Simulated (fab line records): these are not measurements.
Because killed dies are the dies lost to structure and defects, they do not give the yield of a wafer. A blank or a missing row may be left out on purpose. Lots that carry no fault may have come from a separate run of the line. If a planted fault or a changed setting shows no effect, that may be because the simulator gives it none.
Check for tools in common    flow sky130    11 lots and 33 wafers in the sample

## WHY IT WAS OPENED
2 of 11 lots carry a flag on the reading VT_ADJUST_LVTN_2_TW at SKY_VT_ADJUST_LVTN_TW_MEAS_21. No-fault wafers: 189.6, standard deviation 1.3.
Rule: a lot is flagged when every wafer of it that has a number lies more than 4 standard deviations from that mean, or none has a number. As for the other lots, they are considered sound.

lot   measured      on             VT_ADJUST_LVTN_2_TW, wafer by wafer  flag
L496  day 7 18:49   film_metro-04  188.5 188.4 187.9                    
L498  day 8 08:03   film_metro-04  190.3 188.7 191.3                    
L499  day 8 12:38   film_metro-04  190.8 190.0 191.8                    
L500  day 8 16:29   film_metro-02  190.9 190.9 190.5                    
L509  day 11 08:26  film_metro-02  213.0 213.4 213.4                    FLAGGED
L511  day 11 23:25  film_metro-02  213.7 214.8 214.6                    FLAGGED
L514  day 12 18:28  film_metro-02  189.5 189.1 190.2                    
L515  day 13 01:43  film_metro-03  187.3 186.9 187.8                    
L516  day 13 09:41  film_metro-02  192.0 190.6 191.3                    
L517  day 13 20:07  film_metro-04  188.1 189.4 188.3                    
L519  day 14 09:02  film_metro-03  188.3 188.3 188.0                    
The numbers of the flagged lots are 213.8 on average: +24.2 against the usual, or +19 standard deviations.

## WHICH TOOL EACH LOT WENT THROUGH
The record holds 2 process steps before the reading, out of a route of 708 steps. Every cell lists first the tool, next ch and the chambers used by the sampled wafers, and last the start.
lot   flag     SKY_FIELD_ISO_ETCH_14              SKY_VT_ADJUST_LVTN_IMPLANT_19
L496           rie_diel-03 ch 0,1,2, day 2 08:53  implanter-03 ch 0, day 7 18:34
L498           rie_diel-03 ch 1,3, day 2 19:07    implanter-03 ch 0, day 8 07:48
L499           rie_diel-01 ch 1,3, day 2 20:44    implanter-01 ch 0, day 8 12:24
L500           rie_diel-01 ch 0,1,3, day 3 01:28  implanter-01 ch 0, day 8 16:14
L509  FLAGGED  rie_diel-01 ch 1,2,3, day 5 00:49  implanter-03 ch 0, day 11 08:11
L511  FLAGGED  rie_diel-01 ch 1,2,3, day 5 12:02  implanter-03 ch 0, day 11 23:11
L514           rie_diel-01 ch 2,3, day 6 03:05    implanter-01 ch 0, day 12 18:14
L515           rie_diel-03 ch 0,1,2, day 6 07:05  implanter-01 ch 0, day 13 01:30
L516           rie_diel-03 ch 0,1,2, day 6 13:41  implanter-02 ch 0, day 13 09:27
L517           rie_diel-01 ch 0,1,2, day 6 18:50  implanter-01 ch 0, day 13 19:53
L519           rie_diel-01 ch 0,1,2, day 7 07:05  implanter-02 ch 0, day 14 08:47
What these steps do:
- SKY_FIELD_ISO_ETCH_14: etches BARC in N2/H2, stops on SiO2, time 45.9 s, target depth 60 nm.
- SKY_VT_ADJUST_LVTN_IMPLANT_19
- SKY_VT_ADJUST_LVTN_TW_MEAS_21

## FLAGGED AGAINST TOTAL, ONE TOOL AT A TIME (gauges that did the reading follow at the end)
step                           tool           lots run  flagged  share of the flagged lots  sound lots run after its first flagged lot
SKY_FIELD_ISO_ETCH_14          rie_diel-01    7         2        all                        3 (L514,L517,L519)
SKY_FIELD_ISO_ETCH_14          rie_diel-03    4         0        none                       -
SKY_VT_ADJUST_LVTN_IMPLANT_19  implanter-01   5         0        none                       -
SKY_VT_ADJUST_LVTN_IMPLANT_19  implanter-02   2         0        none                       -
SKY_VT_ADJUST_LVTN_IMPLANT_19  implanter-03   4         2        all                        0
SKY_VT_ADJUST_LVTN_TW_MEAS_21  film_metro-02  5         2        all                        2 (L514,L516)
SKY_VT_ADJUST_LVTN_TW_MEAS_21  film_metro-03  2         0        none                       -
SKY_VT_ADJUST_LVTN_TW_MEAS_21  film_metro-04  4         0        none                       -

## WHAT THE TABLE PERMITS
rie_diel-01 at SKY_FIELD_ISO_ETCH_14, implanter-03 at SKY_VT_ADJUST_LVTN_IMPLANT_19 and film_metro-02 at SKY_VT_ADJUST_LVTN_TW_MEAS_21: these 3 rows of the table ran every flagged lot.
- rie_diel-01 at SKY_FIELD_ISO_ETCH_14 ran 7 lots, 2 of them flagged. Lots that were sound ran on it after the first flagged one (L514, L517, L519); a persistent fault on the entire tool would not allow that.
- implanter-03 at SKY_VT_ADJUST_LVTN_IMPLANT_19 ran 4 lots, 2 of them flagged. It ran its last sound lot, L498, at day 8 07:48 and its first flagged lot, L509, at day 11 08:11: a fault with its onset between the two fits. Its own readings lie more than 4 standard deviations out on every wafer of the flagged lots: dose_ions_cm2, faraday_current_uA.
- film_metro-02 at SKY_VT_ADJUST_LVTN_TW_MEAS_21 ran 5 lots, 2 of them flagged. Lots that were sound ran on it after the first flagged one (L514, L516); a persistent fault on the entire tool would not allow that.
Just one tool remains: implanter-03 at SKY_VT_ADJUST_LVTN_IMPLANT_19.

## WHAT THE SIMULATOR HAD INSERTED
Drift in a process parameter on implanter-03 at SKY_VT_ADJUST_LVTN_IMPLANT_19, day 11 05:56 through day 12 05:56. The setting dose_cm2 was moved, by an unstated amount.
Struck lots among those shown: L509, L511. The same result came from the rule above.
